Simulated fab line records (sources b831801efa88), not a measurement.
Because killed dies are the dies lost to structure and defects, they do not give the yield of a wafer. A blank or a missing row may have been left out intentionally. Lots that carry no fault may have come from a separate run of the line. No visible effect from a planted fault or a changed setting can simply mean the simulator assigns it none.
What tool caused it? + flow gf180mcu + 14 lots, 42 wafers sampled, at 4 steps of a route of 602

WHAT EACH GAUGE READ, for each wafer
GF_V5_THK_MEAS_01. Usual: V5_CVD_00_THK gives 287.9 nm (standard deviation 3).
| lot  | measured     | on            | V5_CVD_00_THK (nm) | flag |
|------|--------------|---------------|--------------------|------|
| L859 | day 26 07:50 | film_metro-01 | 282.9 281.5 286.2  |      |
| L860 | day 26 16:18 | film_metro-01 | 289.4 288.2 282.9  |      |
| L861 | day 26 19:10 | film_metro-03 | 288.0 284.8 288.8  |      |
| L862 | day 27 09:32 | film_metro-01 | 284.1 282.9 283.6  |      |
| L863 | day 27 15:02 | film_metro-01 | 284.8 288.3 287.1  |      |
| L868 | day 28 23:58 | film_metro-02 | 286.6 284.6 287.5  |      |
| L869 | day 29 13:42 | film_metro-03 | 288.4 287.9 288.8  |      |
| L870 | day 29 17:42 | film_metro-01 | 290.2 288.7 295.0  |      |
| L872 | day 30 08:54 | film_metro-02 | 281.6 285.8 283.1  |      |
| L875 | day 31 02:31 | film_metro-02 | 288.8 293.7 290.4  |      |
| L879 | day 32 00:00 | film_metro-02 | 287.1 286.8 292.4  |      |
| L880 | day 32 05:42 | film_metro-03 | 285.1 287.2 287.5  |      |
| L881 | day 32 15:42 | film_metro-03 | 289.9 287.6 288.7  |      |
| L882 | day 32 20:36 | film_metro-02 | 289.7 293.3 290.0  |      |

GF_PASSIVATION_BOW_MEAS_14. Usual: PASSIVATION_BOW gives 139 um (standard deviation 12).
| lot  | measured     | on            | PASSIVATION_BOW (um) | flag |
|------|--------------|---------------|----------------------|------|
| L859 | day 29 02:56 | film_metro-02 | 146 152 149          |      |
| L860 | day 29 09:32 | film_metro-01 | 138 128 146          |      |
| L861 | day 29 11:58 | film_metro-04 | 153 156 145          |      |
| L862 | day 30 01:05 | film_metro-01 | 133 131 145          |      |
| L863 | day 30 05:37 | film_metro-01 | 118 132 131          |      |
| L868 | day 31 11:32 | film_metro-02 | 140 136 145          |      |
| L869 | day 32 00:58 | film_metro-02 | 167 152 162          |      |
| L870 | day 32 03:35 | film_metro-04 | 139 144 134          |      |
| L872 | day 32 17:50 | film_metro-01 | 116 116 104          |      |
| L875 | day 33 10:32 | film_metro-04 | 149 140 133          |      |
| L879 | day 34 05:16 | film_metro-04 | 120 144 127          |      |
| L880 | day 34 08:23 | film_metro-02 | 108 107 124          |      |
| L881 | day 34 19:25 | film_metro-04 | 129 145 134          |      |
| L882 | day 34 22:25 | film_metro-04 | 153 139 143          |      |

WHICH TOOL RAN EACH LOT (tool, then ch and the chambers of the sampled wafers, then the start)
| lot  | GF_V4_CVD_23                  | GF_V5_CVD_23                  |
|------|-------------------------------|-------------------------------|
| L859 | cvd_w-01 ch 0,1, day 24 10:59 | cvd_w-01 ch 0,1, day 27 05:30 |
| L860 | cvd_w-02 ch 0,1, day 24 20:07 | cvd_w-01 ch 0,1, day 27 14:42 |
| L861 | cvd_w-01 ch 0,1, day 24 23:26 | cvd_w-02 ch 0,1, day 27 17:03 |
| L862 | cvd_w-02 ch 0,1, day 25 12:47 | cvd_w-01 ch 0,1, day 28 06:50 |
| L863 | cvd_w-01 ch 0,1, day 25 19:10 | cvd_w-01 ch 0,1, day 28 12:20 |
| L868 | cvd_w-01 ch 0,1, day 27 07:30 | cvd_w-01 ch 0,1, day 29 19:28 |
| L869 | cvd_w-01 ch 0,1, day 27 19:59 | cvd_w-02 ch 0,1, day 30 10:08 |
| L870 | cvd_w-02 ch 0,1, day 28 01:20 | cvd_w-01 ch 0,1, day 30 13:21 |
| L872 | cvd_w-02 ch 0,1, day 28 16:29 | cvd_w-02 ch 0,1, day 31 04:20 |
| L875 | cvd_w-02 ch 0,1, day 29 09:59 | cvd_w-02 ch 0,1, day 31 21:31 |
| L879 | cvd_w-02 ch 0,1, day 30 11:02 | cvd_w-02 ch 0,1, day 32 17:56 |
| L880 | cvd_w-02 ch 0,1, day 30 16:45 | cvd_w-02 ch 0,1, day 32 22:33 |
| L881 | cvd_w-02 ch 0,1, day 31 03:25 | cvd_w-01 ch 0,1, day 33 09:31 |
| L882 | cvd_w-02 ch 0,1, day 31 09:32 | cvd_w-02 ch 1, day 33 13:36   |
- GF_V4_CVD_23: deposits W, target thk 350 nm, time 104.9 s.
- GF_V5_CVD_23: deposits W, target thk 350 nm, time 104.9 s.

AS READ BY THE TOOLS THEMSELVES (means over the sampled wafers that have a number; for cases with no such wafer, the mark the record gives instead)
GF_V4_CVD_23. Usual: heater_power_w 893 W, standard deviation 71.
| lot  | tool     | heater_power_w (W) | flag |
|------|----------|--------------------|------|
| L859 | cvd_w-01 | 874                |      |
| L860 | cvd_w-02 | 892                |      |
| L861 | cvd_w-01 | 867                |      |
| L862 | cvd_w-02 | 884                |      |
| L863 | cvd_w-01 | 854                |      |
| L868 | cvd_w-01 | 865                |      |
| L869 | cvd_w-01 | 939                |      |
| L870 | cvd_w-02 | 880                |      |
| L872 | cvd_w-02 | 882                |      |
| L875 | cvd_w-02 | 872                |      |
| L879 | cvd_w-02 | 869                |      |
| L880 | cvd_w-02 | 894                |      |
| L881 | cvd_w-02 | 891                |      |
| L882 | cvd_w-02 | 889                |      |

GF_V5_CVD_23. Usual: heater_power_w 890 W, standard deviation 67.
| lot  | tool     | heater_power_w (W) | flag |
|------|----------|--------------------|------|
| L859 | cvd_w-01 | 930                |      |
| L860 | cvd_w-01 | 877                |      |
| L861 | cvd_w-02 | 856                |      |
| L862 | cvd_w-01 | 864                |      |
| L863 | cvd_w-01 | 931                |      |
| L868 | cvd_w-01 | 931                |      |
| L869 | cvd_w-02 | 881                |      |
| L870 | cvd_w-01 | 876                |      |
| L872 | cvd_w-02 | 859                |      |
| L875 | cvd_w-02 | 881                |      |
| L879 | cvd_w-02 | 900                |      |
| L880 | cvd_w-02 | 868                |      |
| L881 | cvd_w-01 | 929                |      |
| L882 | cvd_w-02 | 863                |      |

THE ANSWER, worked out from the rows above alone
Rule: a lot is off if the mean of its wafers that have a number lies more than 3 standard deviations from the usual mean. Also off: a lot with no number at a reading for which 4 or more lots have one. All remaining lots with rows at the step are treated as sound. After the gauges, taken in route order, come the tools' own readings; for these a lot's mean is taken, as printed above. At the first step where some lot is off, the reading lying furthest off is the one used; lots without a number count as furthest.
Across all readings shown, no lot is off: no conclusion can be drawn from this.

WHAT HAD BEEN PUT IN BY THE SIMULATOR
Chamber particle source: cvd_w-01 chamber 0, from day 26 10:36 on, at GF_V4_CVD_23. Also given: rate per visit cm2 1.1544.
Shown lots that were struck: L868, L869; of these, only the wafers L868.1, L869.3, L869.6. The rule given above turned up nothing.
